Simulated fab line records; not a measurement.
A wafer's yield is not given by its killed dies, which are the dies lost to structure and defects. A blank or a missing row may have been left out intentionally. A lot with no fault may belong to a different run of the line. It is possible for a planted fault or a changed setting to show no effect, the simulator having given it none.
A struck lot beside a sound one | flow sky130 | 17 out of 708 route steps
Sound: these wafers, L728.3, L728.5, L728.6. The struck wafers were L722.1, L722.2, L722.3. At the end, the cause is stated.
Each step with rows lists, per side, the tool, then ch with its chambers, then its first start. Under that, the readings that differ: sound wafers | struck wafers | difference of the means | sigmas: that difference in standard deviations of wafers without a fault.
alike: readings with means less than 2 such deviations apart, plus words and numbers identical on both sides. not compared: withheld readings, readings lacking a value on some wafer, bounds such as >300 that could conceal the same value, and numbers that have no deviation in the record and whose values overlap.
The two part at a step that has a row with sigmas, a row that says differs or no value, or rows on one side only. Numbers that don't overlap but have no deviation are shown without sigmas and don't part them. Lack of a reading on every wafer of one side parts them only where that side has two or more wafers.

first, 1 step without rows for these wafers: SKY_LDD_N_IMPLANT_15.
SKY_LDD_N_STRIP_16: strips in O2/N2.
  sound on plasma asher-02 ch 0,1, day 23 08:59; struck on plasma asher-04 ch 0,1, day 21 04:13
  reading                      | sound             | struck            | difference | sigmas
  strip time to endpoint s (s) | 4.299 4.301 4.309 | 4.341 4.355 4.323 | +0.037     | +2
  alike: drypump motor current A, oes product au
  not compared: rf hours counter h
SKY_LDD_N_TW_MEAS_17:
  sound on film metro-04, day 23 09:04; struck on film metro-01, day 21 04:19
  alike: LDD_N_TW
then, 7 steps without rows for these wafers: SKY_LDD_P_DEHYDRATE_00 (time 60 s); SKY_LDD_P_HMDS_01 (prime time 60 s); SKY_LDD_P_COAT_02 (resist thk 1140 nm); SKY_LDD_P_SOFTBAKE_03 (time 60 s); SKY_LDD_P_EXPOSE_04 (exposes mask PSDM, target cd 380 nm); SKY_LDD_P_PEB_05; SKY_LDD_P_DEVELOP_06 (develop time 60 s).
SKY_LDD_P_CD_MEAS_07: target cd 380 nm.
  sound on cd sem-01, day 24 15:25; struck on cd sem-01, day 22 11:34
  alike: cd nm
SKY_LDD_P_OVL_MEAS_08:
  sound on overlay-02, day 24 15:30; struck on overlay-01, day 22 11:41
  alike: LDD_P_OVL
SKY_LDD_P_IMPLANT_09:
  sound on implanter-01 ch 0, day 24 15:35; struck on implanter-01 ch 0, day 22 11:44
SKY_LDD_P_STRIP_10: strips in O2/N2.
  sound on plasma asher-02 ch 0,1, day 24 15:43; struck on plasma asher-01 ch 0,1, day 22 11:53
  alike: drypump motor current A, oes product au, strip time to endpoint s
  not compared: rf hours counter h
SKY_LDD_P_TW_MEAS_11:
  sound on film metro-03, day 24 15:48; struck on film metro-01, day 22 11:59
  reading  | sound       | struck      | difference | sigmas
  LDD_P_TW | 645 641 644 | 605 600 604 | -40        | -10
then, 1 step without rows for these wafers: SKY_LDD_HVN_DEHYDRATE_00 (time 60 s).
-- a jump in the record: the struck wafers' starts before and after are 26 days apart (it breaks off in module LDD_HVN and resumes in module PAD_OPEN, where the first step shown is number 708 of the route) --
SKY_PAD_OPEN_PROBE_99:
  sound on prober-02, day 49 08:41; struck on prober-02, day 48 02:06
  reading                                     | sound                     | struck                  | difference | sigmas
  model.etest.tip p.rs ohm sq                 | 6898 6900 6855            | 8778 8703 8745          | +1858      |
  model.etest.tip p.rs ohm sq range           | 89.53 119 116.2           | 1954 1911 1932          | +1824      |
  model.etest.tip p.rs ohm sq rim less centre | -29.75 -74.77 77.91       | -752.9 -941 -948.8      | -872.0     |
  model.etest.pfet_01v8.vt v range            | 0.01318 0.008934 0.006167 | 0.03192 0.02295 0.02644 | +0.01768   |
  alike: killed_at_M0_to_M3, killed_at_M4_up, killed at contacts, killed at front end, killed at other, killed dies, killed open, killed short
  not compared: model.etest.pfet_01v8.drive ua um range

WHERE THEY PART
Last at SKY_LDD_P_TW_MEAS_11 as far as this record goes, first at SKY_LDD_N_STRIP_16. Later steps at which nothing parts them and some readings are alike: SKY_PAD_OPEN_PROBE_99.

WHY: what had been put in by the simulator
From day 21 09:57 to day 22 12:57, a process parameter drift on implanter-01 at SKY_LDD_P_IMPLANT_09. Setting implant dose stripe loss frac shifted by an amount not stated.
